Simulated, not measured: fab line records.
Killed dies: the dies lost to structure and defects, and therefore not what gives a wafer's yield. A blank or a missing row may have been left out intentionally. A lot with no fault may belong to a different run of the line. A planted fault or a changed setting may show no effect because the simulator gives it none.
Chamber matching	flow gf180mcu	4 sister chambers for GF_V5_CMP_04 on cmp-02
The step polishes SiO2. 4 wafers are shown with their chamber, then 8 later ones without.

## WAFERS PAIRED WITH THEIR CHAMBERS
wafer	chamber	motor current A (A)
L216.6	3	11.2
L223.1	2	12.1
L223.3	0	11.3
L225.1	1	11.3

## WAFERS MISSING THEIR CHAMBER
wafer	motor current A (A)
L225.2	12.6
L225.3	12.4
L231.3	11.0
L231.4	10.5
L231.5	11.9
L236.2	12.8
L236.5	11.4
L236.6	10.7

## EACH ONE'S CHAMBER
wafer	from the rows above	in truth
L225.2	can't be placed: 2 or 0 or 1 or 3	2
L225.3	can't be placed: 2 or 0 or 1 or 3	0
L231.3	can't be placed: 3 or 0 or 1 or 2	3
L231.4	can't be placed: 3 or 0 or 1 or 2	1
L231.5	can't be placed: 2 or 0 or 1 or 3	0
L236.2	can't be placed: 2 or 0 or 1 or 3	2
L236.5	can't be placed: 0 or 1 or 3 or 2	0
L236.6	can't be placed: 3 or 0 or 1 or 2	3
Correctly placed: 0 of 8. From these rows, 8 cannot be placed; in 8 the true chamber is one of the candidates. Placed wrongly: 0.
How it was worked out, from the rows above alone: a wafer's distance from a chamber is the root of the sum, over the readings, of the square of ((its reading less the chamber's mean) divided by the reading's scatter). If the next closest chamber is less than 2 further off than the closest, the wafer can't be placed; otherwise it belongs to the closest. For every chamber, the mean is computed from those of its wafers that are shown. The scatter: with one shown wafer a chamber, the root of the mean of the squares of how far each hidden wafer lies from its nearest shown one.
